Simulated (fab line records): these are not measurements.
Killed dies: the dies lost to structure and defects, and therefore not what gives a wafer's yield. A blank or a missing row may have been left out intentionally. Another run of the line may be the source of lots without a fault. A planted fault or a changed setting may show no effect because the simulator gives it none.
fab line records | flow sky130
record lots=11 | wafers=31 | last_day=50
route steps=708 shown METAL1@450 VIA1@471 METAL2@502 PAD_OPEN@708
lots with no fault: from the same line, run without faults
start_h: hours from the record's first day to the start of the lot's first wafer shown | wait_h: hours from the lot's prior step to this one | " as in the row above | L1.1+2: several wafers, shown together as one row | - no value present, or no start provided | * or withheld: withheld | < > ~ a bound
route shown NAME@n: NAME is a module with steps in the file, n the number in the route of the first one | usual: the fault-free wafers' mean and standard deviation | same: alike in all rows | chamber/n: place in a boat | sites: each site's reading | _std_site: the values' standard deviation | _edge_site: inner sites' mean taken away from outer sites' mean | radius_mm: for every site, how far away it sits from the centre of the wafer | mask NAME#n: copy n | behind: tool/chamber where the wafer was last shaped | hold: why the lot went on hold/how many hours it stayed there/how the hold came to an end | device: transistor that didn't switch, given as n, p or np | end of line: tests run on the same wafers once the route is complete | a step with no rows: only its recipe | killed: dies lost to structure and defects at the first sort, not the wafer's yield | map: shows each die of a wafer: x if killed, . if not, _ if none is there
set.NAME: the setting that was run; set.NAME@STEP: the one run at that earlier step | model.NAME: the simulator's own value behind a step, which no gauge read
the route's steps for a sample of lots (tables are steps, rows are wafers)
services: from which hour (start_h, from the record's first day; less than 0 if before it) a tool's chamber was out of use, for how many hours, and why
## steps
# step SKY_METAL1_OVL_MEAS_16
# usual METAL1_OVL=0/6.7
lot.wafer | tool       | chamber | start_h | wait_h | METAL1_OVL[nm]
L133.1    | overlay-02 | -       | 763.95  | 0.1    | -6
L133.3    | "          | -       | "       | "      | -3
L133.5    | "          | -       | "       | "      | 5
L134.2    | overlay-01 | -       | 768.10  | 0.1    | 4
L134.3    | "          | -       | "       | "      | 5
L134.5    | "          | -       | "       | "      | -3
L136.3    | overlay-01 | -       | 799.10  | 0.1    | 7
L136.4    | "          | -       | "       | "      | 4
L136.6    | "          | -       | "       | "      | -5
L138.1    | overlay-02 | -       | 803.49  | 0.1    | 8
L138.6    | "          | -       | "       | "      | -9
L139.1    | overlay-01 | -       | 810.30  | 0.1    | 1
L139.4    | "          | -       | "       | "      | -5
L149.1    | overlay-02 | -       | 898.19  | 0.1    | 8
L149.3    | "          | -       | "       | "      | 3
L149.4    | "          | -       | "       | "      | 4
L151.2    | overlay-01 | -       | 908.05  | 0.1    | -6
L151.3    | "          | -       | "       | "      | 1
L151.4    | "          | -       | "       | "      | -6
L152.1    | overlay-01 | -       | 913.90  | 0.1    | -8
L152.2    | "          | -       | "       | "      | -1
L152.5    | "          | -       | "       | "      | -6
L153.1    | overlay-01 | -       | 918.14  | 0.1    | 0
L153.3    | "          | -       | "       | "      | 3
L153.5    | "          | -       | "       | "      | 6
L155.2    | overlay-01 | -       | 930.79  | 0.1    | 4
L155.3    | "          | -       | "       | "      | 9
L155.5    | "          | -       | "       | "      | 4
L156.4    | overlay-02 | -       | 934.16  | 0.1    | 11
L156.5    | "          | -       | "       | "      | -6
L156.6    | "          | -       | "       | "      | 2
# step SKY_METAL1_DESCUM_17
# recipe chemistry=O2 | source_power_w=150 | bias_power_w=0 | pressure_mtorr=10 | temp_c=40 | time_s=8
# usual drypump_motor_current_A=6.3/0.44 | oes_product_au=1.003/0.011
lot.wafer | tool         | chamber | start_h | wait_h | drypump_motor_current_A | oes_product_au | rf_hours_counter_h
L133.1    | rie_metal-04 | 1       | 763.99  | 0.0    | 6.7                     | 1.018          | 5
L133.3    | "            | 1       | "       | "      | 6.7                     | 1.008          | -
L133.5    | "            | 0       | "       | "      | 6.4                     | 1.023          | -
L134.2    | rie_metal-04 | 1       | 768.13  | 0.0    | 6.7                     | 1.004          | 5
L134.3    | "            | 0       | "       | "      | 6.4                     | 1.016          | -
L134.5    | "            | 0       | "       | "      | 6.4                     | 1.015          | -
L136.3    | rie_metal-02 | 0       | 799.15  | 0.0    | 6.0                     | 0.998          | -
L136.4    | "            | 0       | "       | "      | 6.0                     | 0.994          | -
L136.6    | "            | 0       | "       | "      | 6.0                     | 0.988          | -
L138.1    | rie_metal-03 | 0       | 803.52  | 0.0    | 5.5                     | 0.992          | 14
L138.6    | "            | 1       | "       | "      | 6.1                     | 1.002          | -
L139.1    | rie_metal-03 | 1       | 810.34  | 0.0    | 6.1                     | 1.011          | 4
L139.4    | "            | 1       | "       | "      | 6.1                     | 0.999          | -
L149.1    | rie_metal-03 | 1       | 898.22  | 0.0    | 6.1                     | 1.006          | 8
L149.3    | "            | 0       | "       | "      | 5.4                     | 0.999          | -
L149.4    | "            | 1       | "       | "      | 6.1                     | 1.006          | -
L151.2    | rie_metal-02 | 1       | 908.08  | 0.0    | 6.6                     | 0.992          | 12
L151.3    | "            | 1       | "       | "      | 6.6                     | 0.995          | -
L151.4    | "            | 0       | "       | "      | 6.0                     | 0.986          | -
L152.1    | rie_metal-02 | 1       | 913.94  | 0.0    | 6.6                     | 0.994          | 12
L152.2    | "            | 1       | "       | "      | 6.6                     | 0.997          | -
L152.5    | "            | 1       | "       | "      | 6.6                     | 1.005          | -
L153.1    | rie_metal-02 | 1       | 918.17  | 0.0    | 6.6                     | 1.008          | 12
L153.3    | "            | 1       | "       | "      | 6.6                     | 0.987          | -
L153.5    | "            | 1       | "       | "      | 6.6                     | 0.995          | -
L155.2    | rie_metal-04 | 0       | 930.82  | 0.0    | 6.4                     | 1.020          | 13
L155.3    | "            | 1       | "       | "      | 6.7                     | 1.012          | -
L155.5    | "            | 0       | "       | "      | 6.4                     | 1.018          | -
L156.4    | rie_metal-04 | 0       | 934.19  | 0.0    | 6.4                     | 1.012          | -
L156.5    | "            | 1       | "       | "      | 6.7                     | 0.998          | -
L156.6    | "            | 0       | "       | "      | 6.4                     | 1.015          | -
# step SKY_VIA1_OVL_MEAS_13
# usual VIA1_OVL=-4/5.5
lot.wafer | tool       | chamber | start_h | wait_h | VIA1_OVL[nm]
L133.1    | overlay-02 | -       | 791.85  | 0.1    | 0
L133.3    | "          | -       | "       | "      | -4
L133.5    | "          | -       | "       | "      | -2
L134.2    | overlay-02 | -       | 796.20  | 0.1    | -7
L134.3    | "          | -       | "       | "      | -11
L134.5    | "          | -       | "       | "      | -6
L136.3    | overlay-01 | -       | 827.39  | 0.1    | -4
L136.4    | "          | -       | "       | "      | -5
L136.6    | "          | -       | "       | "      | 2
L138.1    | overlay-02 | -       | 832.14  | 0.1    | -7
L138.6    | "          | -       | "       | "      | -1
L139.1    | overlay-01 | -       | 838.09  | 0.1    | -2
L139.4    | "          | -       | "       | "      | -7
L149.1    | overlay-02 | -       | 924.88  | 0.1    | -2
L149.3    | "          | -       | "       | "      | 6
L149.4    | "          | -       | "       | "      | -3
L151.2    | overlay-01 | -       | 933.94  | 0.1    | 1
L151.3    | "          | -       | "       | "      | -1
L151.4    | "          | -       | "       | "      | 1
L152.1    | overlay-01 | -       | 940.58  | 0.1    | 0
L152.2    | "          | -       | "       | "      | 2
L152.5    | "          | -       | "       | "      | 0
L153.1    | overlay-02 | -       | 944.44  | 0.1    | 3
L153.3    | "          | -       | "       | "      | 2
L153.5    | "          | -       | "       | "      | 7
L155.2    | overlay-01 | -       | 957.30  | 0.1    | -4
L155.3    | "          | -       | "       | "      | -8
L155.5    | "          | -       | "       | "      | -10
L156.4    | overlay-01 | -       | 961.06  | 0.1    | -10
L156.5    | "          | -       | "       | "      | -12
L156.6    | "          | -       | "       | "      | -9
# step SKY_METAL2_METAL_ETCH_19
# recipe target_depth_a=3600 | stop_on=SiO2 | over_etch_frac=0.3 | time_s=78 | chemistry=Cl2/BCl3 | resist_sidewall_deg=88 | pressure_mtorr=10 | icp_w=900 | bias_w=48.5 | Cl2_flow_sccm=60 | bcl3_flow_sccm=30
# usual drypump_motor_current_A=5.9/0.49 | mfc_cl2_sccm=59.98/0.19 | oes_product_au=0.855/0.0058 | run_length_s=106.2/0.4 | throttle_valve_pct=22.264/0.01
lot.wafer | tool         | chamber | start_h | wait_h | drypump_motor_current_A | mfc_cl2_sccm | oes_product_au | rf_hours_counter_h | run_length_s | throttle_valve_pct
L133.1    | rie_metal-01 | 0       | 819.36  | 0.0    | 5.5                     | 59.63        | 0.863          | 11                 | 106.4        | 22.259
L133.3    | "            | 0       | "       | "      | 5.5                     | 59.65        | 0.851          | -                  | 106.6        | 22.255
L133.5    | "            | 1       | "       | "      | 5.3                     | 60.17        | 0.849          | -                  | 105.9        | 22.261
L134.2    | rie_metal-04 | 1       | 824.23  | 0.0    | 6.7                     | 60.30        | 0.856          | 7                  | 106.0        | 22.256
L134.3    | "            | 1       | "       | "      | 6.7                     | 60.09        | 0.856          | -                  | 106.3        | 22.264
L134.5    | "            | 1       | "       | "      | 6.7                     | 60.10        | 0.858          | -                  | 106.0        | 22.269
L136.3    | rie_metal-03 | 1       | 855.60  | 0.1    | 6.1                     | 59.98        | 0.851          | -                  | 106.5        | 22.253
L136.4    | "            | 0       | "       | "      | 5.4                     | 60.07        | 0.844          | -                  | 106.0        | 22.241
L136.6    | "            | 1       | "       | "      | 6.1                     | 60.10        | 0.850          | -                  | 106.5        | 22.261
L138.1    | rie_metal-03 | 0       | 860.26  | 0.0    | 5.5                     | 60.11        | 0.975          | 16                 | 96.2         | 22.268
L138.6    | "            | 1       | "       | "      | 6.1                     | 60.00        | 0.865          | -                  | 106.8        | 22.268
L139.1    | rie_metal-03 | 1       | 865.82  | 0.0    | 6.1                     | 60.02        | 0.970          | 6                  | 96.8         | 22.282
L139.4    | "            | 1       | "       | "      | 6.1                     | 60.11        | 0.973          | -                  | 96.9         | 22.254
L149.1    | rie_metal-03 | 0       | 950.96  | 0.0    | 5.4                     | 59.85        | 0.856          | 1                  | 105.9        | 22.280
L149.3    | "            | 0       | "       | "      | 5.4                     | 59.84        | 0.855          | -                  | 106.0        | 22.255
L149.4    | "            | 1       | "       | "      | 6.1                     | 59.80        | 0.854          | -                  | 106.6        | 22.262
L151.2    | rie_metal-03 | 0       | 960.73  | 0.0    | 5.4                     | 59.91        | 0.854          | 2                  | 105.9        | 22.257
L151.3    | "            | 0       | "       | "      | 5.4                     | 59.90        | 0.856          | -                  | 106.0        | 22.277
L151.4    | "            | 1       | "       | "      | 6.1                     | 60.06        | 0.849          | -                  | 106.4        | 22.260
L152.1    | rie_metal-01 | 1       | 967.68  | 0.1    | 5.4                     | 59.76        | 0.853          | 19                 | 105.6        | 22.261
L152.2    | "            | 1       | "       | "      | 5.4                     | 59.85        | 0.846          | -                  | 105.8        | 22.271
L152.5    | "            | 1       | "       | "      | 5.4                     | 59.84        | 0.857          | -                  | 105.9        | 22.240
L153.1    | rie_metal-04 | 1       | 971.41  | 0.0    | 6.8                     | 59.95        | 0.854          | 14                 | 106.1        | 22.278
L153.3    | "            | 0       | "       | "      | 6.4                     | 60.16        | 0.855          | -                  | 106.0        | 22.279
L153.5    | "            | 1       | "       | "      | 6.7                     | 59.83        | 0.856          | -                  | 106.2        | 22.260
L155.2    | rie_metal-03 | 1       | 984.11  | 0.0    | 6.1                     | 60.42        | 0.860          | 13                 | 106.4        | 22.273
L155.3    | "            | 1       | "       | "      | 6.1                     | 60.35        | 0.858          | -                  | 106.4        | 22.248
L155.5    | "            | 1       | "       | "      | 6.1                     | 60.23        | 0.852          | -                  | 106.7        | 22.256
L156.4    | rie_metal-03 | 1       | 986.90  | 0.1    | 6.1                     | 60.09        | 0.852          | -                  | 106.6        | 22.274
L156.5    | "            | 1       | "       | "      | 6.1                     | 59.85        | 0.854          | -                  | 106.8        | 22.285
L156.6    | "            | 0       | "       | "      | 5.4                     | 60.04        | 0.855          | -                  | 106.0        | 22.266
# step SKY_METAL2_STRIP_20
# recipe chemistry=O2/N2 | power_w=1400 | pressure_mtorr=1500 | platen_temp_c=withheld | o2_flow_sccm=3000 | n2_flow_sccm=300 | overash_fraction=0.5
# usual drypump_motor_current_A=5.5/0.49 | oes_product_au=0.343/0.0052 | strip_time_to_endpoint_s=2.69/0.054
# same overash_fraction=0.5
lot.wafer | tool            | chamber | start_h | wait_h | drypump_motor_current_A | oes_product_au | rf_hours_counter_h | strip_time_to_endpoint_s
L133.1    | plasma_asher-02 | 1       | 819.45  | 0.1    | 5.2                     | 0.347          | 69                 | 2.76
L133.3    | "               | 1       | "       | "      | 5.2                     | 0.345          | -                  | 2.74
L133.5    | "               | 0       | "       | "      | 6.2                     | 0.345          | -                  | 2.81
L134.2    | plasma_asher-03 | 1       | 824.32  | 0.1    | 5.1                     | 0.345          | 100                | 2.64
L134.3    | "               | 0       | "       | "      | 5.0                     | 0.337          | -                  | 2.65
L134.5    | "               | 1       | "       | "      | 5.1                     | 0.339          | -                  | 2.63
L136.3    | plasma_asher-02 | 1       | 855.69  | 0.1    | 5.2                     | 0.336          | -                  | 2.67
L136.4    | "               | 0       | "       | "      | 6.3                     | 0.349          | -                  | 2.69
L136.6    | "               | 0       | "       | "      | 6.2                     | 0.342          | -                  | 2.66
L138.1    | plasma_asher-03 | 0       | 860.35  | 0.1    | 5.1                     | 0.357          | 104                | 3.02
L138.6    | "               | 0       | "       | "      | 5.0                     | 0.348          | -                  | 2.68
L139.1    | plasma_asher-04 | 1       | 865.91  | 0.1    | 5.5                     | 0.348          | 11                 | 2.99
L139.4    | "               | 1       | "       | "      | 5.5                     | 0.356          | -                  | 2.98
L149.1    | plasma_asher-02 | 1       | 951.05  | 0.1    | 5.2                     | 0.345          | 82                 | 2.69
L149.3    | "               | 1       | "       | "      | 5.2                     | 0.339          | -                  | 2.63
L149.4    | "               | 0       | "       | "      | 6.2                     | 0.344          | -                  | 2.62
L151.2    | plasma_asher-04 | 0       | 960.82  | 0.1    | 6.0                     | 0.346          | 20                 | 2.67
L151.3    | "               | 1       | "       | "      | 5.5                     | 0.337          | -                  | 2.62
L151.4    | "               | 0       | "       | "      | 6.0                     | 0.338          | -                  | 2.65
L152.1    | plasma_asher-04 | 0       | 967.86  | 0.1    | 6.0                     | 0.343          | 20                 | 2.76
L152.2    | "               | 1       | "       | "      | 5.5                     | 0.349          | 20                 | 2.78
L152.5    | "               | 1       | "       | "      | 5.5                     | 0.348          | -                  | 2.77
L153.1    | plasma_asher-02 | 1       | 971.50  | 0.1    | 5.2                     | 0.350          | 84                 | 2.68
L153.3    | "               | 0       | "       | "      | 6.3                     | 0.343          | -                  | 2.67
L153.5    | "               | 0       | "       | "      | 6.3                     | 0.345          | -                  | 2.66
L155.2    | plasma_asher-02 | 0       | 984.20  | 0.1    | 6.3                     | 0.339          | 85                 | 2.67
L155.3    | "               | 0       | "       | "      | 6.3                     | 0.356          | -                  | 2.68
L155.5    | "               | 1       | "       | "      | 5.2                     | 0.342          | -                  | 2.68
L156.4    | plasma_asher-02 | 0       | 986.99  | 0.1    | 6.3                     | 0.342          | -                  | 2.68
L156.5    | "               | 1       | "       | "      | 5.2                     | 0.344          | -                  | 2.66
L156.6    | "               | 0       | "       | "      | 6.3                     | 0.341          | -                  | 2.67
# step SKY_PAD_OPEN_PROBE_99
# usual defect_limited_yield=82.4/1.9 | killed_at_M0_to_M3=44/7.5 | killed_at_M4_up=3.2/1.9 | killed_at_contacts=23/4.7 | killed_at_front_end=15/4.7 | killed_at_other=0.4/0.66 | killed_dies=87/9.3 | killed_open=47/7.2 | killed_short=39/6.5 | sort_bin_3_pad_short=0.8/0.39 | sort_bin_5_function=10.5/1.4 | sort_bin_6_memory=6.3/1.2 | sort_n_pass=405/9.3 | sort_yield_pct=82.4/1.9
# same gross_dies=492 | killed_at_back_side=0 | sort_bin_4_leakage[%]=0 | sort_bin_8_speed[%]=0
lot.wafer | tool      | chamber | start_h | wait_h | defect_limited_yield[%] | killed_at_M0_to_M3 | killed_at_M4_up | killed_at_contacts | killed_at_front_end | killed_at_other | killed_dies | killed_open | killed_short | sort_bin_3_pad_short[%] | sort_bin_5_function[%] | sort_bin_6_memory[%] | sort_n_pass | sort_yield_pct[%]
L136.3    | prober-01 | -       | 1107.07 | 0.2    | 84.1                    | 42                 | 7               | 18                 | 10                  | 1               | 78          | 43          | 35           | 0.4                     | 9.3                    | 6.1                  | 414         | 84.1
L136.4    | prober-01 | -       | 1107.12 | 0.2    | 79.7                    | 43                 | 7               | 36                 | 14                  | 0               | 100         | 49          | 51           | 1.6                     | 11.8                   | 6.9                  | 392         | 79.7
L136.6    | prober-01 | -       | 1107.22 | 0.2    | 84.6                    | 40                 | 4               | 22                 | 10                  | 0               | 76          | 39          | 37           | 1.0                     | 8.9                    | 5.5                  | 416         | 84.6
L139.1    | prober-02 | -       | 1112.09 | 0.1    | 86.6                    | 34                 | 0               | 21                 | 11                  | 0               | 66          | 43          | 23           | 0.2                     | 7.9                    | 5.3                  | 426         | 86.6
L153.1    | prober-02 | -       | 1189.95 | 0.1    | 81.5                    | 47                 | 6               | 24                 | 14                  | 0               | 91          | 49          | 42           | 0.6                     | 12.4                   | 5.5                  | 401         | 81.5
L153.3    | prober-02 | -       | 1190.05 | 0.2    | 81.9                    | 45                 | 4               | 24                 | 16                  | 0               | 89          | 47          | 40           | 0.8                     | 10.2                   | 7.1                  | 403         | 81.9
L153.5    | prober-02 | -       | 1190.15 | 0.2    | 82.7                    | 42                 | 5               | 21                 | 17                  | 0               | 85          | 40          | 45           | 1.2                     | 10.4                   | 5.7                  | 407         | 82.7
# killed by level:class
L136.3 VIA1:geometric_particle:open=12 CONTACT:geometric_particle:open=6 VIA3:geometric_particle:open=6 LI_CONTACT:geometric_particle:open=4 VIA1:geometric_particle:short=4 VIA2:geometric_particle:open=4 CONTACT:geometric_particle:short=3 LI_CONTACT:geometric_particle:short=3
L136.4 CONTACT:geometric_particle:open=16 VIA1:geometric_particle:short=10 LI_CONTACT:geometric_particle:open=8 VIA1:geometric_particle:open=6 METAL4:geometric_particle:short=6 POLY_GATE:geometric_particle:short=5 LOCAL_INTERCONNECT:geometric_particle:short=5 METAL1:geometric_particle:short=5
L136.6 VIA1:geometric_particle:open=9 LI_CONTACT:geometric_particle:open=8 VIA1:geometric_particle:short=7 CONTACT:geometric_particle:open=6 METAL1:geometric_particle:short=5 VIA2:geometric_particle:open=5 LI_CONTACT:geometric_particle:short=4 CONTACT:geometric_particle:short=4
L139.1 VIA1:geometric_particle:open=10 CONTACT:geometric_particle:open=9 LI_CONTACT:geometric_particle:open=7 POLY_GATE:geometric_particle:open=5 VIA3:geometric_particle:open=5 VIA2:geometric_particle:open=5 POLY_GATE:geometric_particle:short=4 LOCAL_INTERCONNECT:geometric_particle:short=3
L153.1 CONTACT:geometric_particle:open=11 METAL2:geometric_particle:short=10 VIA3:geometric_particle:open=8 CONTACT:geometric_particle:short=7 VIA1:geometric_particle:open=7 VIA2:geometric_particle:open=6 FIELD_ISO:geometric_particle:open=5 VIA1:geometric_particle:short=5
L153.3 VIA1:geometric_particle:open=12 LI_CONTACT:geometric_particle:open=8 METAL2:geometric_particle:short=8 CONTACT:geometric_particle:open=7 VIA2:geometric_particle:open=5 POLY_GATE:geometric_particle:short=4 POLY_GATE:geometric_particle:open=4 METAL1:geometric_particle:short=4
L153.5 CONTACT:geometric_particle:open=8 METAL1:geometric_particle:short=7 FIELD_ISO:geometric_particle:short=6 VIA1:geometric_particle:open=6 VIA2:geometric_particle:open=6 FIELD_ISO:geometric_particle:open=5 METAL2:geometric_particle:short=5 VIA3:geometric_particle:open=5
## services
tool            | chamber | start_h | hours | kind
rie_metal-01    | 0       | 742.35  | 17.8  | repair
plasma_asher-04 | 0       | 742.75  | -     | clean
rie_metal-03    | 1       | 744.07  | 29.0  | repair
plasma_asher-04 | -       | 786.38  | 6.1   | repair
plasma_asher-02 | -       | 787.73  | 2.8   | pm
rie_metal-02    | 1       | 798.33  | 10.3  | repair
plasma_asher-02 | -       | 798.73  | 13.0  | repair
plasma_asher-04 | -       | 808.40  | 8.5   | repair
rie_metal-01    | -       | 810.00  | 2.5   | repair
rie_metal-02    | -       | 841.42  | 2.8   | pm
rie_metal-03    | 1       | 869.59  | 1.9   | repair
rie_metal-01    | 0       | 888.64  | 6.2   | repair
rie_metal-03    | 0       | 899.18  | -     | clean
rie_metal-03    | 0       | 899.18  | 18.5  | scheduled_down
rie_metal-03    | 0       | 899.18  | 18.5  | vent_cycle
rie_metal-01    | 0       | 899.28  | 4.7   | repair
plasma_asher-04 | -       | 902.95  | 12.9  | pm
rie_metal-02    | 0       | 911.51  | -     | clean
rie_metal-02    | 0       | 911.51  | 18.9  | scheduled_down
rie_metal-02    | 0       | 911.51  | 18.9  | vent_cycle
rie_metal-04    | -       | 911.98  | 0.4   | repair
rie_metal-01    | 0       | 933.20  | 41.5  | repair
rie_metal-01    | 1       | 941.49  | 1.2   | repair
rie_metal-04    | -       | 984.40  | 0.2   | repair
## key
first_sign step=SKY_METAL2_METAL_ETCH_19 | reading=run_length_s | direction=down | sigmas=24 | usual=* | struck=*
effect step=SKY_METAL2_METAL_ETCH_19 | reading=oes_product_au | direction=up | sigmas=20 | usual=0.855 | struck=0.973
effect step=SKY_METAL2_STRIP_20 | reading=strip_time_to_endpoint_s | direction=up | sigmas=5.7 | usual=* | struck=*
met_at SKY_METAL2_METAL_ETCH_19
struck_lots L138,L139
struck_wafers L138.1,L139.1,L139.4
not_acting_at SKY_METAL1_OVL_MEAS_16,SKY_METAL1_DESCUM_17,SKY_VIA1_OVL_MEAS_13
onset_between 855.60 860.26
fault kind=process_parameter_drift | tool=rie_metal-03 | chamber=- | onset_h=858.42 | steps=SKY_METAL2_METAL_ETCH_19 | channel=time_s | offset=* | shape=step | end_h=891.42 | scope=struck_wafers_only | acts_in=* | stated=*
